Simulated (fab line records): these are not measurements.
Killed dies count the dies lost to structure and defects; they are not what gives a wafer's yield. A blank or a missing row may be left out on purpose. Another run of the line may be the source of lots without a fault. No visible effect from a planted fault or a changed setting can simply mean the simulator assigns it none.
fab line records	flow sky130
[record] lots = 5	wafers = 23
route steps=708 shown GATE_OXIDE@193 POLY_GATE@222 LDD_N@250 LDD_P@264 LDD_HVN@275 POLY_CUT@314 RES_XHIGH@339 LI_CONTACT@369
start-h: hours from the record's first day to the start of the lot's first wafer shown	wait-h: hours from the lot's prior step to this one	" unchanged from the row above	L1.1+2: a row that stands for several wafers	- either no value or no given start	* or withheld: withheld	< > ~ a bound
route shown NAME@n: a module of which the file shows steps, and the number in the route of the first	usual: average and standard deviation across the fault-free wafers	same: alike in all rows	chamber/n: place in a boat	sites: readings site by site	_std_site: the standard deviation of these	_edge_site: mean of outer sites minus mean of inner sites	radius-mm: how far each site lies from the wafer's centre	mask NAME#n: copy n	behind: the last tool/chamber to shape the wafer	hold: why the lot went on hold/how many hours it stayed there/how the hold came to an end	device: names the non-switching transistor (n, p or np)	end of line: at the end of the route, the tests of the same wafers	for a step that has no rows: nothing shown but its recipe	killed: at the first sort, the dies lost to defects and structure; wafer yield is something else	map: shows each die of a wafer: x if killed, . if not, _ if none is there
set.NAME: the setting the step ran with; set.NAME@STEP: the setting that earlier step ran with	model.NAME: the simulator's own value behind a step, which no gauge read
lots where settings were altered on purpose, with a table for each step and a row for each wafer
[[steps]]
[step SKY_GATE_OXIDE_SOFTBAKE_06]
[recipe] temp-c = 90	time-s = 60	resist = NOVOLAK
lot.wafer	tool	chamber	start-h	wait-h	set.time-s
L074.1+2+6	litho-track-02	0	281.12	0.1	60
L080.2+4	litho-track-02	0	338.09	0.1	63.66
L080.3+5+6	"	0	"	"	60
L081.1+6	litho-track-03	0	348.85	0.1	60
L081.2+4+5	"	0	"	"	53.73
L082.1+5+6	litho-track-02	0	354.12	0.1	60
L082.3+4	"	0	"	"	56.43
L085.1+2+5	litho-track-02	0	383.57	0.1	60
L085.3+6	"	0	"	"	51.83
[step SKY_GATE_OXIDE_EXPOSE_07]
[recipe] mask-id = LVOM	na = 0.6	source-shape = conventional	sigma-outer = 0.6	polarization = unpolarized	target-cd-nm = 600	dose-mj = 170
[step SKY_GATE_OXIDE_PEB_08]
[recipe] temp-c = withheld	time-s = *	resist = NOVOLAK
[step SKY_GATE_OXIDE_CLEAN_15]
[recipe] chemistry = SC1/SC2	mix = 1:4:20	temp-c = 70	time-s = 150	dry = n2-spin
[step SKY_GATE_OXIDE_OXIDATION_16]
[recipe] temp-c = 800	ambient = O2	idle-temp-c = 700	ramp-up-c-per-min = 10	ramp-down-c-per-min = 3	stabilise-s = 600	purge-s = 300	target-thk-a = 35.7	ox-time-s = 1915
lot.wafer	tool	chamber	start-h	wait-h	set.temp-c@GATE_OXIDE_OXIDATION_01	model.SiO2_of_GATE_OXIDE_OXIDATION_01.thk-nm
L074.1	furnace-02	0	296.35	1.2	900	11.59
L074.2	"	0	"	"	900	11.66
L074.6	"	0	"	"	900	11.64
L080.2	furnace-01	0	352.88	0.1	900	11.66
L080.3	"	0	"	"	900	11.6
L080.4	"	0	"	"	900	11.47
L080.5	"	0	"	"	900	11.55
L080.6	"	0	"	"	900	11.52
L081.1	furnace-02	0	362.92	0.4	926.4	14.93
L081.2	"	0	"	"	926.4	14.87
L081.4	"	0	"	"	926.4	14.83
L081.5+6	"	0	"	"	926.4	14.89
L082.1+5	furnace-01	0	368.36	1.0	924.5	14.27
L082.3	"	0	"	"	924.5	14.25
L082.4	"	0	"	"	924.5	14.21
L082.6	"	0	"	"	924.5	14.46
L085.1	furnace-01	0	399.90	0.8	880.3	9.648
L085.2	"	0	"	"	880.3	9.564
L085.3	"	0	"	"	880.3	9.61
L085.5	"	0	"	"	880.3	9.54
L085.6	"	0	"	"	880.3	9.424
[step SKY_POLY_GATE_COAT_08]
[recipe] resist = KrF-thick	spin-rpm = 3000	resist-thk-nm = 450
lot.wafer	tool	chamber	start-h	wait-h	set.spin-rpm	model.KrF-thick_of_POLY_GATE_COAT_08.thk-nm
L074.1	litho-track-01	0	-	-	3000	450
L074.2	"	0	"	"	3000	450.3
L074.6	"	0	"	"	3000	449.7
L080.2	litho-track-04	0	-	-	3000	449.4
L080.3	"	0	"	"	2896	457.2
L080.4	"	0	"	"	2896	459.3
L080.5	"	0	"	"	2896	457.6
L080.6	"	0	"	"	3000	449.5
L081.1	litho-track-04	0	-	-	3000	451.9
L081.2	"	0	"	"	3223	434.5
L081.4	"	0	"	"	3000	451.4
L081.5	"	0	"	"	3223	435.9
L081.6	"	0	"	"	3000	450.5
L082.1	litho-track-03	0	-	-	2934	452.9
L082.3	"	0	"	"	2934	453.7
L082.4	"	0	"	"	2934	453.8
L082.5	"	0	"	"	3000	448.7
L082.6	"	0	"	"	3000	448.5
L085.1	litho-track-01	0	-	-	3000	450
L085.2	"	0	"	"	3000	449.6
L085.3	"	0	"	"	2872	459.7
L085.5	"	0	"	"	2872	459
L085.6	"	0	"	"	3000	448
[step SKY_POLY_GATE_ETCH_15]
[recipe] chemistry = N2/H2	target = BARC	ion-energy-ev = 200	source-w = 500	bias-w = 100	pressure-mtorr = 30	n2-flow-sccm = 100	h2-flow-sccm = 200	stop-on = SiO2	time-s = 118.5	target-depth-a = 1100
lot.wafer	tool	chamber	start-h	wait-h	set.source-w	set.spin-rpm@POLY_GATE_COAT_08	model.KrF-thick_of_POLY_GATE_COAT_08.thk-nm
L074.1	rie-diel-02	2	356.72	0.0	500	3000	342.5
L074.2	"	3	"	"	500	3000	344.1
L074.6	"	1	"	"	500	3000	343.2
L080.2	rie-diel-01	2	415.60	0.0	469.8	3000	346.8
L080.3	"	0	"	"	469.8	2896	357.2
L080.4	"	3	"	"	500	2896	353.2
L080.5	"	0	"	"	500	2896	353
L080.6	"	3	"	"	469.8	3000	348.7
L081.1	rie-diel-04	0	426.44	0.0	500	3000	345
L081.2	"	2	"	"	500	3223	328.7
L081.4	"	3	"	"	473.8	3000	350.2
L081.5	"	1	"	"	500	3223	328.5
L081.6	"	2	"	"	473.8	3000	349.3
L082.1	rie-diel-02	3	433.00	0.0	523.8	2934	343.9
L082.3	"	1	"	"	523.8	2934	343.7
L082.4	"	2	"	"	500	2934	345.9
L082.5	"	3	"	"	523.8	3000	339.4
L082.6	"	1	"	"	500	3000	343.1
L085.1	rie-diel-01	2	465.27	0.0	523.3	3000	338.6
L085.2	"	3	"	"	500	3000	344.2
L085.3	"	1	"	"	523.3	2872	349.9
L085.5	"	0	"	"	523.3	2872	350.1
L085.6	"	1	"	"	500	3000	342.6
[step SKY_POLY_GATE_ETCH_16]
[recipe] stop-on = poly-Si	chemistry = CH3F/O2	target = Si3N4	source-w = 400	bias-w = 80	pressure-mtorr = 25	ch3f-flow-sccm = 40	O2_flow_sccm = 30	time-s = 147.5	target-depth-a = 750
lot.wafer	tool	chamber	start-h	wait-h	set.spin-rpm@POLY_GATE_COAT_08	model.KrF-thick_of_POLY_GATE_COAT_08.thk-nm
L074.1	rie-diel-02	2	356.81	0.0	3000	229.7
L074.2	"	3	"	"	3000	233.8
L074.6	"	1	"	"	3000	231.2
L080.2	rie-diel-01	2	415.68	0.0	3000	234.1
L080.3	"	0	"	"	2896	248.2
L080.4	"	3	"	"	2896	241.6
L080.5	"	0	"	"	2896	244.4
L080.6	"	3	"	"	3000	237.3
L081.1	rie-diel-04	0	426.52	0.0	3000	233.1
L081.2	"	2	"	"	3223	218.9
L081.4	"	3	"	"	3000	240.3
L081.5	"	1	"	"	3223	217.3
L081.6	"	2	"	"	3000	239.3
L082.1	rie-diel-02	3	433.08	0.0	2934	234.5
L082.3	"	1	"	"	2934	232.2
L082.4	"	2	"	"	2934	234
L082.5	"	3	"	"	3000	229.3
L082.6	"	1	"	"	3000	233
L085.1	rie-diel-01	2	465.36	0.0	3000	226.2
L085.2	"	3	"	"	3000	232.6
L085.3	"	1	"	"	2872	238.9
L085.5	"	0	"	"	2872	239.8
L085.6	"	1	"	"	3000	232
[step SKY_POLY_GATE_ETCH_17]
[recipe] target-depth-nm = 180	stop-on = SiO2	over-etch-frac = 0.56667	chemistry = HBr/Cl2	target = poly-Si	icp-w = 400	bias-w = 100	pressure-mtorr = 10	HBr_flow_sccm = 150	Cl2_flow_sccm = 50	time-s = 70.5
lot.wafer	tool	chamber	start-h	wait-h	set.spin-rpm@POLY_GATE_COAT_08	model.KrF-thick_of_POLY_GATE_COAT_08.thk-nm
L074.1	rie-si-01	0	356.91	0.0	3000	138
L074.2	"	3	"	"	3000	139.8
L074.6	"	2	"	"	3000	138.5
L080.2	rie-si-02	2	415.78	0.0	3000	140.6
L080.3	"	3	"	"	2896	152.3
L080.4	"	0	"	"	2896	146.7
L080.5	"	3	"	"	2896	148
L080.6	"	0	"	"	3000	142.7
L081.1	rie-si-02	3	426.62	0.0	3000	137.1
L081.2	"	0	"	"	3223	125.3
L081.4	"	2	"	"	3000	146.8
L081.5	"	2	"	"	3223	124.6
L081.6	"	3	"	"	3000	142.7
L082.1	rie-si-02	3	433.18	0.0	2934	137.8
L082.3	"	0	"	"	2934	137.6
L082.4	"	2	"	"	2934	140.8
L082.5	"	3	"	"	3000	132.9
L082.6	"	0	"	"	3000	139.1
L085.1	rie-si-02	1	465.46	0.0	3000	131.7
L085.2	"	0	"	"	3000	139.3
L085.3	"	3	"	"	2872	143.6
L085.5	"	1	"	"	2872	145
L085.6	"	2	"	"	3000	139.9
[step SKY_POLY_GATE_STRIP_18]
[recipe] chemistry = O2/N2	power-w = 1400	pressure-mtorr = 1500	platen-temp-c = withheld	o2-flow-sccm = 3000	n2-flow-sccm = 300	overash-fraction = 0.5
[usual] strip-time-to-endpoint-s = 3.15/0.035
lot.wafer	tool	chamber	start-h	wait-h	set.spin-rpm@POLY_GATE_COAT_08	strip-time-to-endpoint-s
L074.1	plasma-asher-03	0	356.96	0.0	3000	3.14
L074.2	"	1	"	"	3000	3.17
L074.6	"	0	"	"	3000	3.15
L080.2	plasma-asher-03	1	415.84	0.0	3000	3.17
L080.3	"	1	"	"	2896	3.32
L080.4	"	0	"	"	2896	3.25
L080.5	"	0	"	"	2896	3.25
L080.6	"	1	"	"	3000	3.21
L081.1	plasma-asher-03	1	426.68	0.0	3000	3.13
L081.2	"	0	"	"	3223	2.98
L081.4	"	1	"	"	3000	3.24
L081.5	"	0	"	"	3223	3.00
L081.6	"	1	"	"	3000	3.19
L082.1	plasma-asher-01	1	433.24	0.0	2934	3.13
L082.3	"	1	"	"	2934	3.13
L082.4	"	0	"	"	2934	3.17
L082.5	"	1	"	"	3000	3.09
L082.6	"	0	"	"	3000	3.17
L085.1	plasma-asher-01	0	465.51	0.0	3000	3.06
L085.2	"	1	"	"	3000	3.14
L085.3	"	1	"	"	2872	3.20
L085.5	"	0	"	"	2872	3.24
L085.6	"	1	"	"	3000	3.17
[step SKY_LDD_N_IMPLANT_13]
[recipe] species = BF2	energy-kev = 50	dose-cm2 = 5e+12	tilt-deg = 30	rotation-deg = 90
lot.wafer	tool	chamber	start-h	wait-h	set.energy-kev	model.implant.rp-nm	model.implant.drp-nm
L074.1+2+6	implanter-01	0	386.92	0.1	50	33.74	18.83
L080.2+4+5	implanter-03	0	449.13	0.1	47.93	30.62	18.26
L080.3+6	"	0	"	"	50	31.92	18.83
L081.1+2	implanter-01	0	459.75	0.1	50	32.68	18.83
L081.4+5+6	"	0	"	"	52.89	34.55	19.63
L082.1+3+6	implanter-01	0	465.82	0.1	50	33.75	18.83
L082.4+5	"	0	"	"	50.96	34.39	19.1
L085.1+5+6	implanter-04	0	498.57	0.1	50	31.49	18.83
L085.2+3	"	0	"	"	51.46	32.4	19.23
[step SKY_LDD_P_IMPLANT_09]
[recipe] species = BF2	energy-kev = 25	dose-cm2 = 1e+13	tilt-deg = withheld
lot.wafer	tool	chamber	start-h	wait-h	set.dose-cm2
L074.1+2+6	implanter-01	0	416.87	0.0	1e+13
L080.2+3+5	implanter-01	0	480.03	0.0	1e+13
L080.4+6	"	0	"	"	1.021e+13
L081.1+2+4+5+6	implanter-01	0	491.42	0.0	1e+13
L082.1+4+5	implanter-03	0	496.90	0.0	1e+13
L082.3+6	"	0	"	"	9.295e+12
L085.1+2+6	implanter-01	0	529.37	0.0	1e+13
L085.3+5	"	0	"	"	1.028e+13
[step SKY_LDD_P_STRIP_10]
[recipe] chemistry = O2/N2	power-w = 1400	pressure-mtorr = 1500	platen-temp-c = withheld	o2-flow-sccm = 3000	n2-flow-sccm = 300	overash-fraction = 0.5
[step SKY_LDD_P_TW_MEAS_11]
[usual] LDD_P_TW = 641.2/2.9
lot.wafer	tool	chamber	start-h	wait-h	set.dose-cm2@LDD_P_IMPLANT_09	LDD_P_TW
L074.1	film-metro-01	-	417.12	0.1	1e+13	640.3
L074.2	"	-	"	"	1e+13	639.4
L074.6	"	-	"	"	1e+13	640.0
L080.2	film-metro-04	-	480.26	0.1	1e+13	639.2
L080.3	"	-	"	"	1e+13	638.6
L080.4	"	-	"	"	1.021e+13	643.4
L080.5	"	-	"	"	1e+13	640.0
L080.6	"	-	"	"	1.021e+13	644.8
L081.1	film-metro-01	-	491.79	0.2	1e+13	639.2
L081.2	"	-	"	"	1e+13	638.8
L081.4	"	-	"	"	1e+13	635.4
L081.5	"	-	"	"	1e+13	639.1
L081.6	"	-	"	"	1e+13	640.9
L082.1	film-metro-04	-	497.15	0.1	1e+13	639.7
L082.3	"	-	"	"	9.295e+12	623.7
L082.4	"	-	"	"	1e+13	642.3
L082.5	"	-	"	"	1e+13	640.6
L082.6	"	-	"	"	9.295e+12	627.8
L085.1	film-metro-04	-	529.62	0.1	1e+13	639.5
L085.2	"	-	"	"	1e+13	640.6
L085.3	"	-	"	"	1.028e+13	644.9
L085.5	"	-	"	"	1.028e+13	641.2
L085.6	"	-	"	"	1e+13	639.0
[step SKY_LDD_HVN_IMPLANT_08]
[recipe] species = P	energy-kev = 60	dose-cm2 = 3e+13	tilt-deg = 40
lot.wafer	tool	chamber	start-h	wait-h	set.dose-cm2
L074.1+2+6	implanter-02	0	447.35	0.0	3e+13
L080.2+5+6	implanter-02	0	511.36	0.0	3e+13
L080.3+4	"	0	"	"	3.114e+13
L081.1+5	implanter-02	0	521.73	0.0	3e+13
L081.2+4+6	"	0	"	"	2.833e+13
L082.1+5+6	implanter-01	0	527.15	0.0	3.197e+13
L082.3+4	"	0	"	"	3e+13
L085.1+3	implanter-02	0	559.48	0.0	3e+13
L085.2+5+6	"	0	"	"	3.187e+13
[step SKY_LDD_HVN_STRIP_09]
[recipe] chemistry = O2/N2	power-w = 1400	pressure-mtorr = 1500	platen-temp-c = withheld	o2-flow-sccm = 3000	n2-flow-sccm = 300	overash-fraction = 0.5
[step SKY_LDD_HVN_TW_MEAS_10]
[usual] LDD_HVN_TW = 1447/6.3
lot.wafer	tool	chamber	start-h	wait-h	set.dose-cm2@LDD_HVN_IMPLANT_08	LDD_HVN_TW
L074.1	film-metro-04	-	447.60	0.1	3e+13	1452
L074.2	"	-	"	"	3e+13	1458
L074.6	"	-	"	"	3e+13	1446
L080.2	film-metro-03	-	511.59	0.1	3e+13	1435
L080.3	"	-	"	"	3.114e+13	1459
L080.4	"	-	"	"	3.114e+13	1461
L080.5	"	-	"	"	3e+13	1439
L080.6	"	-	"	"	3e+13	1447
L081.1	film-metro-03	-	521.98	0.1	3e+13	1440
L081.2	"	-	"	"	2.833e+13	1421
L081.4	"	-	"	"	2.833e+13	1420
L081.5	"	-	"	"	3e+13	1446
L081.6	"	-	"	"	2.833e+13	1421
L082.1	film-metro-03	-	527.40	0.1	3.197e+13	1468
L082.3	"	-	"	"	3e+13	1446
L082.4	"	-	"	"	3e+13	1442
L082.5	"	-	"	"	3.197e+13	1472
L082.6	"	-	"	"	3.197e+13	1472
L085.1	film-metro-04	-	559.73	0.1	3e+13	1445
L085.2	"	-	"	"	3.187e+13	1466
L085.3	"	-	"	"	3e+13	1440
L085.5	"	-	"	"	3.187e+13	1475
L085.6	"	-	"	"	3.187e+13	1480
[step SKY_POLY_CUT_DEVELOP_07]
[recipe] develop-time-s = 60	resist = KrF-thick	dev-temp-c = 21
lot.wafer	tool	chamber	start-h	wait-h	set.dev-temp-c
L074.1+2+6	litho-track-04	0	-	-	21
L080.2+6	litho-track-03	0	-	-	23.9
L080.3+4+5	"	0	"	"	21
L081.1+5+6	litho-track-02	0	-	-	21
L081.2+4	"	0	"	"	17.68
L082.1+5	litho-track-04	0	-	-	22.75
L082.3+4+6	"	0	"	"	21
L085.1+5	litho-track-02	0	-	-	21
L085.2+3+6	"	0	"	"	19.65
[step SKY_POLY_CUT_CD_MEAS_08]
[recipe] target-cd-nm = 270
[usual] cd-nm = 269.3/1.1
lot.wafer	tool	chamber	start-h	wait-h	set.dev-temp-c@POLY_CUT_DEVELOP_07	cd-nm
L074.1	cd-sem-01	-	539.88	-	21	267.6
L074.2	"	-	"	"	21	268.8
L074.6	"	-	"	"	21	268.5
L080.2	cd-sem-01	-	603.16	-	23.9	273.8
L080.3	"	-	"	"	21	270.5
L080.4	"	-	"	"	21	272.2
L080.5	"	-	"	"	21	271.1
L080.6	"	-	"	"	23.9	273.0
L081.1	cd-sem-02	-	611.42	-	21	270.0
L081.2	"	-	"	"	17.68	266.3
L081.4	"	-	"	"	17.68	267.3
L081.5	"	-	"	"	21	270.7
L081.6	"	-	"	"	21	269.3
L082.1	cd-sem-02	-	618.53	-	22.75	270.6
L082.3	"	-	"	"	21	269.1
L082.4	"	-	"	"	21	269.0
L082.5	"	-	"	"	22.75	270.6
L082.6	"	-	"	"	21	269.9
L085.1	cd-sem-02	-	649.97	-	21	270.9
L085.2	"	-	"	"	19.65	268.3
L085.3	"	-	"	"	19.65	268.4
L085.5	"	-	"	"	21	269.5
L085.6	"	-	"	"	19.65	268.6
[step SKY_RES_XHIGH_IMPLANT_07]
[recipe] species = BF2	energy-kev = 20	dose-cm2 = 3.6e+14	tilt-deg = 0
lot.wafer	tool	chamber	start-h	wait-h	set.energy-kev	model.implant.rp-nm	model.implant.drp-nm
L074.1+2+6	implanter-01	0	599.42	0.1	20	17.54	9.746
L080.2+3+5	implanter-04	0	662.09	0.1	20	17.24	9.746
L080.4+6	"	0	"	"	19.53	16.92	9.585
L081.1+2	implanter-04	0	669.62	0.1	20	17.65	9.746
L081.4+5+6	"	0	"	"	20.78	18.18	10.01
L082.1+4+6	implanter-04	0	678.32	0.1	21.01	18.55	10.09
L082.3+5	"	0	"	"	20	17.85	9.746
L085.1+5+6	implanter-02	0	709.63	0.1	20	17.91	9.746
L085.2+3	"	0	"	"	18.85	17.1	9.349
[step SKY_RES_XHIGH_STRIP_08]
[recipe] chemistry = O2/N2	power-w = 1400	pressure-mtorr = 1500	platen-temp-c = withheld	o2-flow-sccm = 3000	n2-flow-sccm = 300	overash-fraction = 0.5
[step SKY_RES_XHIGH_TW_MEAS_09]
[usual] RES_XHIGH_TW = 1656/8
lot.wafer	tool	chamber	start-h	wait-h	set.energy-kev@RES_XHIGH_IMPLANT_07	RES_XHIGH_TW
L074.1	film-metro-03	-	599.67	0.1	20	1644
L074.2	"	-	"	"	20	1651
L074.6	"	-	"	"	20	1644
L080.2	film-metro-04	-	662.33	0.1	20	1658
L080.3	"	-	"	"	20	1656
L080.4	"	-	"	"	19.53	1646
L080.5	"	-	"	"	20	1654
L080.6	"	-	"	"	19.53	1639
L081.1	film-metro-01	-	669.87	0.1	20	1659
L081.2	"	-	"	"	20	1664
L081.4	"	-	"	"	20.78	1674
L081.5	"	-	"	"	20.78	1667
L081.6	"	-	"	"	20.78	1686
L082.1	film-metro-01	-	678.57	0.1	21.01	1683
L082.3	"	-	"	"	20	1665
L082.4	"	-	"	"	21.01	1686
L082.5	"	-	"	"	20	1653
L082.6	"	-	"	"	21.01	1684
L085.1	film-metro-04	-	709.88	0.1	20	1652
L085.2	"	-	"	"	18.85	1621
L085.3	"	-	"	"	18.85	1624
L085.5	"	-	"	"	20	1652
L085.6	"	-	"	"	20	1651
[step SKY_LI_CONTACT_COAT_07]
[recipe] resist = KrF-thick	spin-rpm = 3000	resist-thk-nm = 450
lot.wafer	tool	chamber	start-h	wait-h	set.spin-rpm	model.KrF-thick_of_LI_CONTACT_COAT_07.thk-nm
L074.1	litho-track-04	0	-	-	3000	447.2
L074.2	"	0	"	"	3000	446.9
L074.6	"	0	"	"	3000	447
L080.2	litho-track-03	0	-	-	2883	458.6
L080.3	"	0	"	"	2883	457.2
L080.4	"	0	"	"	3000	448.4
L080.5	"	0	"	"	3000	448.2
L080.6	"	0	"	"	2883	458.2
L081.1	litho-track-02	0	-	-	2786	468.9
L081.2	"	0	"	"	3000	451.1
L081.4	"	0	"	"	2786	467.7
L081.5	"	0	"	"	3000	451.2
L081.6	"	0	"	"	3000	451.5
L082.1	litho-track-02	0	-	-	2809	464.9
L082.3	"	0	"	"	3000	451.6
L082.4	"	0	"	"	2809	464.4
L082.5	"	0	"	"	2809	463.8
L082.6	"	0	"	"	3000	450.5
L085.1	litho-track-02	0	-	-	3000	449
L085.2	"	0	"	"	3213	434.2
L085.3	"	0	"	"	3000	448.7
L085.5	"	0	"	"	3000	448.9
L085.6	"	0	"	"	3213	433.3
[[key]]
[split] step = SKY_GATE_OXIDE_SOFTBAKE_06	setting = time-s	stated = 60	by = wafer
response none clear
[split] step = SKY_POLY_GATE_COAT_08	setting = spin-rpm	stated = 3000	by = wafer
[response] step = SKY_POLY_GATE_COAT_08	reading = model.KrF-thick_of_POLY_GATE_COAT_08.thk-nm	change = -2.25	per = 1%	r = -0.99
[response] step = SKY_POLY_GATE_ETCH_15	reading = model.KrF-thick_of_POLY_GATE_COAT_08.thk-nm	change = -2.33	per = 1%	r = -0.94
[response] step = SKY_POLY_GATE_ETCH_16	reading = model.KrF-thick_of_POLY_GATE_COAT_08.thk-nm	change = -2.44	per = 1%	r = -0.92
[response] step = SKY_POLY_GATE_ETCH_17	reading = model.KrF-thick_of_POLY_GATE_COAT_08.thk-nm	change = -2.12	per = 1%	r = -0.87
[response] step = SKY_POLY_GATE_STRIP_18	reading = strip-time-to-endpoint-s	change = *	per = 1%	r = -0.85
[split] step = SKY_POLY_GATE_ETCH_15	setting = source-w	stated = 500	by = wafer
response none clear
[split] step = SKY_LDD_N_IMPLANT_13	setting = energy-kev	stated = 50	by = wafer
[response] step = SKY_LDD_N_IMPLANT_13	reading = model.implant.rp-nm	change = +0.32	per = 1%	r = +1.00
[response] step = SKY_LDD_N_IMPLANT_13	reading = model.implant.drp-nm	change = +0.138	per = 1%	r = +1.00
[split] step = SKY_LDD_P_IMPLANT_09	setting = dose-cm2	stated = 1e+13	by = wafer
[response] step = SKY_LDD_P_TW_MEAS_11	reading = LDD_P_TW	change = +2.04	per = 1%	r = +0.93
[split] step = SKY_LDD_HVN_IMPLANT_08	setting = dose-cm2	stated = 3e+13	by = wafer
[response] step = SKY_LDD_HVN_TW_MEAS_10	reading = LDD_HVN_TW	change = +4.46	per = 1%	r = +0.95
[split] step = SKY_POLY_CUT_DEVELOP_07	setting = dev-temp-c	stated = 21	by = wafer
[response] step = SKY_POLY_CUT_CD_MEAS_08	reading = cd-nm	change = +0.185	per = 1%	r = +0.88
[split] step = SKY_RES_XHIGH_IMPLANT_07	setting = energy-kev	stated = 20	by = wafer
[response] step = SKY_RES_XHIGH_IMPLANT_07	reading = model.implant.rp-nm	change = +0.139	per = 1%	r = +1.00
[response] step = SKY_RES_XHIGH_IMPLANT_07	reading = model.implant.drp-nm	change = +0.0685	per = 1%	r = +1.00
[response] step = SKY_RES_XHIGH_TW_MEAS_09	reading = RES_XHIGH_TW	change = +4.78	per = 1%	r = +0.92
[split] step = SKY_LI_CONTACT_COAT_07	setting = spin-rpm	stated = 3000	by = wafer
[response] step = SKY_LI_CONTACT_COAT_07	reading = model.KrF-thick_of_LI_CONTACT_COAT_07.thk-nm	change = -2.24	per = 1%	r = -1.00
split outside-this-file step=SKY_GATE_OXIDE_OXIDATION_01 setting=temp-c
// split outside-this-file: this setting was split too, and the file shows its column; the key of that split is in another file
